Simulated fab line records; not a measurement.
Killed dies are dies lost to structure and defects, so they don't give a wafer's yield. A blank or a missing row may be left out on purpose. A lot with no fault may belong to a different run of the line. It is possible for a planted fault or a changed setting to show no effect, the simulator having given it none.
What tool caused it? | flow gf180mcu | 11 lots, 31 wafers sampled, at 6 steps of a route of 602

## WHAT THE GAUGES SHOWED, per wafer
GF_MIM_RS_MEAS_10: measurement is done with a four-point probe.
lot  | measured     | on            | MIM_ALCU_RS (ohm/sq)
L187 | day 24 10:37 | film_metro-04 | 0.1630 0.1621 0.1602
L189 | day 25 08:29 | film_metro-02 | 0.1602 0.1615 0.1603
L192 | day 26 10:46 | film_metro-04 | 0.1577 0.1601 0.1592
L193 | day 26 18:22 | film_metro-04 | 0.1558 0.1591 0.1573
L195 | day 27 13:26 | film_metro-04 | 0.1592 0.1584 0.1577
L196 | day 27 16:28 | film_metro-04 | 0.1589 0.1606 0.1613
L203 | day 29 23:38 | film_metro-04 | 0.1614 0.2078
L205 | day 30 17:41 | film_metro-02 | 0.1610 0.2064
L208 | day 31 07:29 | film_metro-02 | 0.1591 0.1613 0.1606
L209 | day 31 10:21 | film_metro-04 | 0.1585 0.1596 0.1586
L210 | day 31 20:11 | film_metro-02 | 0.1604 0.1613 0.1576

GF_MIM_THK_MEAS_11: measures by xrf.
lot  | measured     | on            | MIM_ALCU_THK (nm)
L187 | day 24 10:43 | film_metro-04 | 196.8 197.3 199.9
L189 | day 25 08:36 | film_metro-02 | 202.2 201.3 202.2
L192 | day 26 10:53 | film_metro-04 | 204.4 201.1 202.3
L193 | day 26 18:28 | film_metro-04 | 206.3 203.2 205.0
L195 | day 27 13:33 | film_metro-04 | 200.4 203.4 203.0
L196 | day 27 16:34 | film_metro-04 | 200.6 199.3 198.3
L203 | day 29 23:45 | film_metro-04 | 199.1 156.5
L205 | day 30 17:47 | film_metro-02 | 202.1 158.7
L208 | day 31 07:35 | film_metro-02 | 202.8 201.3 202.6
L209 | day 31 10:28 | film_metro-04 | 202.9 203.2 201.7
L210 | day 31 20:19 | film_metro-02 | 202.5 201.6 204.8

## TOOL THAT RAN EACH LOT (tool first, then ch and the chambers of the sampled wafers, then the start)
lot  | GF_V4_SPUTTER_22             | GF_MIM_SPUTTER_01            | GF_MIM_CVD_05                   | GF_MIM_SPUTTER_08
L187 | pvd_sputter-02, day 24 09:32 | pvd_sputter-01, day 24 10:16 | pecvd-02 ch 0,1,2, day 24 10:23 | pvd_sputter-02, day 24 10:32
L189 | pvd_sputter-03, day 25 07:26 | pvd_sputter-01, day 25 08:10 | pecvd-01 ch 0,2, day 25 08:17   | pvd_sputter-02, day 25 08:25
L192 | pvd_sputter-02, day 26 09:43 | pvd_sputter-04, day 26 10:26 | pecvd-04 ch 1,2, day 26 10:34   | pvd_sputter-01, day 26 10:42
L193 | pvd_sputter-03, day 26 17:18 | pvd_sputter-01, day 26 18:02 | pecvd-01 ch 0,2, day 26 18:09   | pvd_sputter-04, day 26 18:17
L195 | pvd_sputter-02, day 27 12:23 | pvd_sputter-01, day 27 13:07 | pecvd-04 ch 0,1,2, day 27 13:14 | pvd_sputter-04, day 27 13:22
L196 | pvd_sputter-01, day 27 15:23 | pvd_sputter-04, day 27 16:07 | pecvd-01 ch 0,2, day 27 16:14   | pvd_sputter-02, day 27 16:22
L203 | pvd_sputter-02, day 29 22:31 | pvd_sputter-01, day 29 23:15 | pecvd-04 ch 0,1, day 29 23:22   | pvd_sputter-02, day 29 23:31
L205 | pvd_sputter-03, day 30 16:35 | pvd_sputter-02, day 30 17:20 | pecvd-04 ch 2, day 30 17:28     | pvd_sputter-02, day 30 17:36
L208 | pvd_sputter-02, day 31 06:23 | pvd_sputter-01, day 31 07:07 | pecvd-01 ch 0,1, day 31 07:16   | pvd_sputter-04, day 31 07:23
L209 | pvd_sputter-01, day 31 09:18 | pvd_sputter-04, day 31 10:02 | pecvd-04 ch 0,1, day 31 10:10   | pvd_sputter-01, day 31 10:17
L210 | pvd_sputter-03, day 31 19:07 | pvd_sputter-02, day 31 19:52 | pecvd-04 ch 1,2, day 31 19:59   | pvd_sputter-01, day 31 20:08
- GF_V4_SPUTTER_22: material TiN, target thk 10 nm, time 40 s.
- GF_MIM_SPUTTER_01: material TiN, target thk 30 nm, time 25 s.
- GF_MIM_CVD_05: deposits Si3N4, target thk 42 nm, time 29.086 s.
- GF_MIM_SPUTTER_08: material AlCu, target thk 200 nm, time 10.6 s.

## AS READ BY THE TOOLS THEMSELVES (means over the sampled wafers that have a number; for cases with no such wafer, the mark the record gives instead)
GF_V4_SPUTTER_22.
lot  | tool           | chamber_pressure_pa (Pa) | throttle_valve_pct (%)
L187 | pvd_sputter-02 | 4.998                    | 29.8
L189 | pvd_sputter-03 | 4.996                    | 29.1
L192 | pvd_sputter-02 | 4.993                    | 30.0
L193 | pvd_sputter-03 | 4.985                    | 30.7
L195 | pvd_sputter-02 | 4.993                    | 29.8
L196 | pvd_sputter-01 | 4.993                    | 30.0
L203 | pvd_sputter-02 | 4.998                    | 29.8
L205 | pvd_sputter-03 | 4.999                    | 30.1
L208 | pvd_sputter-02 | 5.007                    | 30.5
L209 | pvd_sputter-01 | 4.997                    | 29.3
L210 | pvd_sputter-03 | 4.999                    | 30.1

GF_MIM_SPUTTER_01.
lot  | tool           | chamber_pressure_pa (Pa) | throttle_valve_pct (%)
L187 | pvd_sputter-01 | 0.4000                   | 29.7
L189 | pvd_sputter-01 | 0.4006                   | 29.7
L192 | pvd_sputter-04 | 0.3999                   | 29.9
L193 | pvd_sputter-01 | 0.3994                   | 29.7
L195 | pvd_sputter-01 | 0.3994                   | 29.6
L196 | pvd_sputter-04 | 0.3997                   | 30.7
L203 | pvd_sputter-01 | 0.3998                   | 29.6
L205 | pvd_sputter-02 | 0.3992                   | 30.4
L208 | pvd_sputter-01 | 0.4001                   | 29.3
L209 | pvd_sputter-04 | 0.3995                   | 30.0
L210 | pvd_sputter-02 | 0.3998                   | 30.0

GF_MIM_CVD_05.
lot  | tool     | heater_power_w (W)
L187 | pecvd-02 | 719
L189 | pecvd-01 | 634
L192 | pecvd-04 | 529
L193 | pecvd-01 | 704
L195 | pecvd-04 | 641
L196 | pecvd-01 | 679
L203 | pecvd-04 | 618
L205 | pecvd-04 | 602
L208 | pecvd-01 | 626
L209 | pecvd-04 | 659
L210 | pecvd-04 | 551

GF_MIM_SPUTTER_08.
lot  | tool           | chamber_pressure_pa (Pa) | throttle_valve_pct (%)
L187 | pvd_sputter-02 | 0.4000                   | 29.8
L189 | pvd_sputter-02 | 0.3990                   | 29.8
L192 | pvd_sputter-01 | 0.3993                   | 29.9
L193 | pvd_sputter-04 | 0.4005                   | 31.2
L195 | pvd_sputter-04 | 0.3992                   | 29.8
L196 | pvd_sputter-02 | 0.4009                   | 29.9
L203 | pvd_sputter-02 | 0.4000                   | 30.6
L205 | pvd_sputter-02 | 0.4005                   | 30.4
L208 | pvd_sputter-04 | 0.4010                   | 30.6
L209 | pvd_sputter-01 | 0.4000                   | 29.7
L210 | pvd_sputter-01 | 0.4003                   | 29.6

## THE ANSWER, worked out from the rows above alone
Rule: what is usual is taken from the lots themselves. The widest of any qualifying gaps counts: lots, ordered by their means at a reading, are off when they make up no more than a third of the lots, leave a main group of 4 or more, and stand apart from it by 3 or more times the standard deviation of that group's means. If all means in a main group match to the digits the tables above print for the reading, that group is not used. A lot without any number at a reading at which 4 lots or more have one is off too. The other lots that the step has rows for count as sound. Order of review: gauges by route order, followed by the tools' own readings, for which a lot's mean as printed above is used. The first step at which some lot is off is used, and at that step the reading that is off furthest; a lot without a number counts as furthest.
Off: at GF_MIM_RS_MEAS_10 (MIM_ALCU_RS), L203, L205. Mean 0.1596 ohm/sq and standard deviation 0.0012 in the main group.
If a tool, at a process step before that reading, ran all the lots that are off and no sound lot after the first of them, it fits. The gauges at GF_MIM_RS_MEAS_10 are tried like those tools. One fits: pvd_sputter-02 at GF_MIM_SPUTTER_08. Its last sound lot is L196 (day 27 16:22), its first lot that is off L203 (day 29 23:31): a fault that began between those two fits.

## WHAT THE SIMULATOR PUT IN
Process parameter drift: pvd_sputter-02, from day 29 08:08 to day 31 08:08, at GF_MIM_SPUTTER_08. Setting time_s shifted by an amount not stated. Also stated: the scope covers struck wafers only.
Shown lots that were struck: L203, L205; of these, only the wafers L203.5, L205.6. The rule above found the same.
